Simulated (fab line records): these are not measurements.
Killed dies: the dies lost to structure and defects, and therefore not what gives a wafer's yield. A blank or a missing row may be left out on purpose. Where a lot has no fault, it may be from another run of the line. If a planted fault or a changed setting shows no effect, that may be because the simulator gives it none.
Which tool was responsible? ; flow sky130 ; 11 lots with 33 wafers sampled at 4 steps, on a route of 708 steps

WHAT THE GAUGES SHOWED, per wafer
SKY_PASSIVATION_THK_MEAS_01. Usual: PASSIVATION_CVD_00_THK typically reads 90.1 nm, with standard deviation 1.2.
lot;measured;on;PASSIVATION_CVD_00_THK (nm);flag
L785;day 44 09:44;filmMetro-03;87.9 89.7 90.0;
L786;day 44 10:03;filmMetro-03;89.4 89.6 90.5;
L787;day 44 20:16;filmMetro-02;88.7 88.3 89.0;
L788;day 44 22:43;filmMetro-01;89.2 88.9 90.6;
L790;day 45 13:24;filmMetro-03;90.5 89.3 90.2;
L797;day 47 09:25;filmMetro-03;88.9 90.4 92.4;
L798;day 47 22:47;filmMetro-01;88.7 90.4 89.0;
L801;day 48 09:42;filmMetro-01;89.0 91.4 91.8;
L804;day 49 03:16;filmMetro-03;91.2 89.9 91.5;
L805;day 49 06:22;filmMetro-03;89.3 91.1 92.0;
L807;day 49 21:20;filmMetro-02;90.1 92.4 90.9;

WHICH TOOL RAN EACH LOT (tool, then ch and the chambers of the sampled wafers, then the start)
lot;SKY_METAL1_STRIP_20;SKY_METAL5_SPUTTER_01;SKY_METAL5_METAL_ETCH_15
L785;plasmaAsher-03 ch 0,1, day 33 07:29;pvdSputter-03, day 43 10:32;rieMetal-01 ch 1, day 44 08:53
L786;plasmaAsher-02 ch 0,1, day 33 09:00;pvdSputter-02, day 43 10:50;rieMetal-02 ch 0,1, day 44 09:11
L787;plasmaAsher-02 ch 0,1, day 33 21:48;pvdSputter-02, day 43 21:02;rieMetal-01 ch 0,1, day 44 19:24
L788;plasmaAsher-03 ch 0,1, day 34 01:08;pvdSputter-04, day 43 23:52;rieMetal-02 ch 0, day 44 21:47
L790;plasmaAsher-01 ch 0,1, day 34 19:20;pvdSputter-03, day 44 13:58;rieMetal-01 ch 0,1, day 45 12:32
L797;plasmaAsher-01 ch 0,1, day 36 23:48;pvdSputter-04, day 46 12:07;rieMetal-03 ch 0,1, day 47 08:31
L798;plasmaAsher-01 ch 0,1, day 37 14:08;pvdSputter-04, day 47 02:20;rieMetal-01 ch 1, day 47 21:55
L801;plasmaAsher-03 ch 0,1, day 38 08:42;pvdSputter-04, day 47 12:34;rieMetal-02 ch 0,1, day 48 08:48
L804;plasmaAsher-02 ch 0,1, day 39 03:26;pvdSputter-03, day 48 08:10;rieMetal-03 ch 0,1, day 49 02:29
L805;plasmaAsher-03 ch 0,1, day 39 11:17;pvdSputter-03, day 48 10:34;rieMetal-02 ch 0,1, day 49 05:22
L807;plasmaAsher-02 ch 0,1, day 40 03:11;pvdSputter-04, day 49 02:34;rieMetal-02 ch 0, day 49 20:28
- SKY_METAL1_STRIP_20: strips in O2/N2.
- SKY_METAL5_SPUTTER_01: material TiN, target thk 20 nm, time 16.7 s.
- SKY_METAL5_METAL_ETCH_15: etches the open film in Cl2/BCl3, stops on SiO2, target depth 1260 nm, time 252 s.

AS READ BY THE TOOLS THEMSELVES (means over the sampled wafers that have a number; for cases with no such wafer, the mark the record gives instead)
SKY_METAL1_STRIP_20. Usual: drypumpMotorCurrentA 5.6 A, standard deviation 0.46; oesProductAu 0.343 a.u., standard deviation 0.005; stripTimeToEndpointS 2.69 s, standard deviation 0.07.
lot;tool;drypumpMotorCurrentA (A);oesProductAu (a.u.);stripTimeToEndpointS (s);flag
L785;plasmaAsher-03;5.7;0.339;2.73;
L786;plasmaAsher-02;5.2;0.343;2.67;
L787;plasmaAsher-02;5.5;0.342;2.65;
L788;plasmaAsher-03;5.8;0.344;2.68;
L790;plasmaAsher-01;5.7;0.346;2.78;
L797;plasmaAsher-01;5.7;0.342;2.68;
L798;plasmaAsher-01;6.0;0.342;2.73;
L801;plasmaAsher-03;5.7;0.345;2.74;
L804;plasmaAsher-02;5.6;0.342;2.66;
L805;plasmaAsher-03;5.7;0.343;2.74;
L807;plasmaAsher-02;5.6;0.349;2.78;

SKY_METAL5_SPUTTER_01. Usual: chamberPressurePa 0.4001 Pa, standard deviation 0.00077; throttleValvePct 30.1 %, standard deviation 0.99.
lot;tool;chamberPressurePa (Pa);throttleValvePct (%);flag
L785;pvdSputter-03;0.4002;29.5;
L786;pvdSputter-02;0.3999;30.3;
L787;pvdSputter-02;0.4001;29.3;
L788;pvdSputter-04;0.3999;29.7;
L790;pvdSputter-03;0.4000;29.4;
L797;pvdSputter-04;0.4000;30.5;
L798;pvdSputter-04;0.3995;30.1;
L801;pvdSputter-04;0.3999;30.0;
L804;pvdSputter-03;0.3993;30.4;
L805;pvdSputter-03;0.4002;30.4;
L807;pvdSputter-04;0.3999;30.5;

SKY_METAL5_METAL_ETCH_15. Usual: drypumpMotorCurrentA 5.9 A, standard deviation 0.45; oesProductAu 0.894 a.u., standard deviation 0.0051; throttleValvePct 22.264 %, standard deviation 0.01.
lot;tool;drypumpMotorCurrentA (A);oesProductAu (a.u.);throttleValvePct (%);flag
L785;rieMetal-01;5.3;0.895;22.259;
L786;rieMetal-02;5.9;0.888;22.265;
L787;rieMetal-01;6.2;0.897;22.264;
L788;rieMetal-02;5.4;0.899;22.271;
L790;rieMetal-01;6.2;0.892;22.258;
L797;rieMetal-03;5.8;0.896;22.259;
L798;rieMetal-01;5.3;0.895;22.269;
L801;rieMetal-02;5.6;0.894;22.265;
L804;rieMetal-03;5.9;0.895;22.259;
L805;rieMetal-02;5.6;0.898;22.265;
L807;rieMetal-02;5.4;0.899;22.263;

THE ANSWER, worked out from the rows above alone
Rule: a lot is off if the mean of its wafers that have a number lies more than 3 standard deviations from the usual mean. A lot without any number at a reading at which 4 lots or more have one is off too. Any other lot the step has rows for is counted as sound. The gauges are gone through in route order, then the tools' own readings, and for those a lot's mean is taken as printed above. The first step at which some lot is off is used, and at that step the reading that is off furthest; a lot without a number counts as furthest.
None of the lots is off at any reading shown; this tells nothing.

WHAT THE SIMULATOR HAD PUT IN
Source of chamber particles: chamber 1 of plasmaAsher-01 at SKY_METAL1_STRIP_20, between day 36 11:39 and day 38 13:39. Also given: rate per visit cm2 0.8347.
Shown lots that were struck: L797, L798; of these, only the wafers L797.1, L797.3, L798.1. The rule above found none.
